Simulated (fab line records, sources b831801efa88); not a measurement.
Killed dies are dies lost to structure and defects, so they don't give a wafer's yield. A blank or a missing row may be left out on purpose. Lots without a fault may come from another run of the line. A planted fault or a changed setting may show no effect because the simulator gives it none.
Chamber matching | flow gf180mcu | GF_V2_ETCH_16 on rie_diel-03: 4 sister chambers
The step etches BARC in N2/H2. 4 wafers are shown with their chamber, then 7 later ones without.

WAFERS WITH THEIR CHAMBER
wafer  | chamber | drypump_motor_current_A (A)
L080.6 | 1       | 5.49
L088.4 | 2       | 5.67
L090.2 | 0       | 5.23
L090.4 | 3       | 5.58

WAFERS WITHOUT THEIR CHAMBER
wafer  | drypump_motor_current_A (A)
L090.5 | 5.67
L091.1 | 5.51
L091.3 | 5.24
L091.5 | 5.50
L093.1 | 5.56
L093.2 | 5.66
L093.4 | 5.24

WHICH CHAMBER EACH WENT THROUGH
wafer  | from the rows above | in truth
L090.5 | 2                   | 2
L091.1 | 1                   | 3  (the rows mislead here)
L091.3 | 0                   | 0
L091.5 | 1                   | 1
L093.1 | 3                   | 3
L093.2 | 2                   | 2
L093.4 | 0                   | 0
Placed correctly: 6 of 7. Can't be placed from these rows: 0. Placed wrongly: 1.
How it was worked out, from the rows above alone: a wafer's distance from a chamber is the root of the sum, over the readings, of the square of ((its reading less the chamber's mean) divided by the reading's scatter). The wafer belongs to the nearest chamber; if the next one is less than 2 further off, it can't be placed. A chamber's mean is the mean of its shown wafers. The scatter: with one shown wafer a chamber, the root of the mean of the squares of how far each hidden wafer lies from its nearest shown one.
